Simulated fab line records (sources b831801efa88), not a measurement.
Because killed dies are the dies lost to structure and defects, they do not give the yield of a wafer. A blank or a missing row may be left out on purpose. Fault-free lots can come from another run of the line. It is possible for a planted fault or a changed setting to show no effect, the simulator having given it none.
A struck lot beside a sound one :: flow gf180mcu :: 13 steps out of a route of 602
Sound: wafers L599.2, L599.4, L599.5. Wafers struck: L607.1, L607.3, L607.5. The cause comes at the end.
At each step with rows: each side's tool, then ch and its chambers, then its first start. Under that, the readings that differ: sound wafers :: struck wafers :: difference of the means :: sigmas: that difference in standard deviations of wafers without a fault.
alike: words and numbers the same on both sides, and readings whose means are apart by under 2 such deviations; not compared: readings that were withheld, readings missing a value for some wafer, numbers with overlapping values and no deviation given by the record, and bounds like >300 which may hide the same value.
A row with sigmas, a row that says differs or no value, or rows on one side alone: a step with any of these is where the two part. Numbers that don't overlap but have no deviation are shown without sigmas and don't part them. Lack of a reading on every wafer of one side parts them only where that side has two or more wafers.

first, 2 steps without rows for these wafers: GF_VT_IMPLANT_PEB_38; GF_VT_IMPLANT_DEVELOP_39 (develop time 60 s).
GF_VT_IMPLANT_OVL_MEAS_40:
  sound: overlay-01 at day 8 22:55; struck: overlay-01 at day 11 10:34
  alike: VT_IMPLANT_03_OVL
next, for these wafers, 1 step has no rows: GF_VT_IMPLANT_IMPLANT_41.
GF_VT_IMPLANT_STRIP_42: strips in O2/N2.
  sound on plasma-asher-01 ch 0,1, day 8 23:05; struck on plasma-asher-03 ch 0,1, day 11 10:46
  alike: drypump-motor-current-A, heater-power-w, oes-product-au, strip-time-to-endpoint-s
  not compared: rf-hours-counter-h
GF_VT_IMPLANT_TW_MEAS_43:
  sound: film-metro-02 at day 8 23:12; struck: film-metro-02 at day 11 10:52
  alike: VT_IMPLANT_4_TW
then, 1 step without rows for these wafers: GF_VT_IMPLANT_CLEAN_44 (cleans in SC1/SC2, time 150 s).
GF_VT_IMPLANT_RTA_45: time 30 s.
  sound on rtp-anneal-01 ch 0, day 8 23:19; struck on rtp-anneal-02 ch 0, day 11 10:58
reading: lamp-power-pct (%)
sound: 33.0 33.0 33.0
struck: 38.7 38.6 38.6
difference: +5.6
sigmas: +2
  alike: wafer_temp_C_max
GF_VT_IMPLANT_RS_MEAS_46: a four-point-probe measurement.
  sound: film-metro-03 at day 8 23:25; struck: film-metro-04 at day 11 11:04
  alike: MVSD_RS
GF_VT_IMPLANT_RS_MEAS_47: a four-point-probe measurement.
  sound: film-metro-03 at day 8 23:32; struck: film-metro-04 at day 11 11:11
reading: NWELL_RS (ohm/sq)
sound: 488.3 489.2 487.9
struck: 486.9 485.0 485.6
difference: -2.6
sigmas: -2
GF_VT_IMPLANT_RS_MEAS_48: a four-point-probe measurement.
  sound: film-metro-03 at day 8 23:40; struck: film-metro-04 at day 11 11:19
reading: LVPWELL_RS (ohm/sq)
sound: 1200 1197 1198
struck: 1185 1188 1185
difference: -12
sigmas: -4
GF_VT_IMPLANT_RS_MEAS_49: a four-point-probe measurement.
  sound: film-metro-03 at day 8 23:47; struck: film-metro-04 at day 11 11:26
  alike: MVPSD_RS
GF_VT_IMPLANT_WET_ETCH_50: etches SiO2 in dHF, target depth 20 nm, time 400 s.
  sound on wet-bench-04 ch 1, day 8 23:53; struck on wet-bench-04 ch 3, day 11 11:33
  no value came back on the struck wafers for bath-heat-duty-pct (%), run-length-s (s); on the sound wafers bath-heat-duty-pct (%) reads 6.5 6.6 6.5
reading: model.SiO2_of_STI_CVD_23.thk-nm (nm)
sound: 383.3 382.7 383.4
struck: 402.7 403.5 403.5
difference: +20.1
sigmas: 

reading: model.SiO2_of_STI_OXIDATION_29.thk-nm (nm)
sound: 0 0 0
struck: 9.587 9.873 9.637
difference: +9.699
sigmas: 

== WHERE THEY PART ==
Earliest at GF_VT_IMPLANT_RTA_45; latest, in this record, at GF_VT_IMPLANT_WET_ETCH_50.

WHY: whatever the simulator had introduced
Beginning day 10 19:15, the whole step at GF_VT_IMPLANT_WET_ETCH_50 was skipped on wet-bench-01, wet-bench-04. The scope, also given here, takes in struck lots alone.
